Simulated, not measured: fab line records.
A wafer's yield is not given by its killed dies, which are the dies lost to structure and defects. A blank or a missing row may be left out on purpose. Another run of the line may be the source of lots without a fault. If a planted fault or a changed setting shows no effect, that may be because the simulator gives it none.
Which tool did it?	flow gf180mcu	7 lots (21 wafers sampled), 1 step of a 602-step route

## WHAT THE GAUGES READ, wafer by wafer
GF_V2_THK_MEAS_03.
lot	measured	on	V2_CVD_02_THK (nm)
L687	day 20 09:15	film_metro-04	844 843 850
L689	day 21 01:27	film_metro-01	844 857 876
L692	day 22 08:15	film_metro-01	844 849 858
L699	day 24 14:34	film_metro-02	844 853 838
L704	day 26 04:56	film_metro-01	848 837 858
L706	day 27 00:20	film_metro-02	847 849 855
L709	day 27 14:38	film_metro-04	836 837 850

## WHAT TOOL EACH LOT RAN ON (gives the tool, then ch and the chambers of the sampled wafers, and finally the start)
There is no process step in the record ahead of these readings.

## THE ANSWER, worked out from the rows above alone
Rule: what is usual is taken from the lots themselves. The widest of any qualifying gaps counts: lots, ordered by their means at a reading, are off when they make up no more than a third of the lots, leave a main group of 4 or more, and stand apart from it by 3 or more times the standard deviation of that group's means. Not used: any main group whose means are identical at the precision the tables above print for the reading. A lot without any number at a reading at which 4 lots or more have one is off too. Any other lot the step has rows for is counted as sound.
No lot is off at any reading shown: from this, nothing can be told.

## WHAT THE SIMULATOR HAD INSERTED
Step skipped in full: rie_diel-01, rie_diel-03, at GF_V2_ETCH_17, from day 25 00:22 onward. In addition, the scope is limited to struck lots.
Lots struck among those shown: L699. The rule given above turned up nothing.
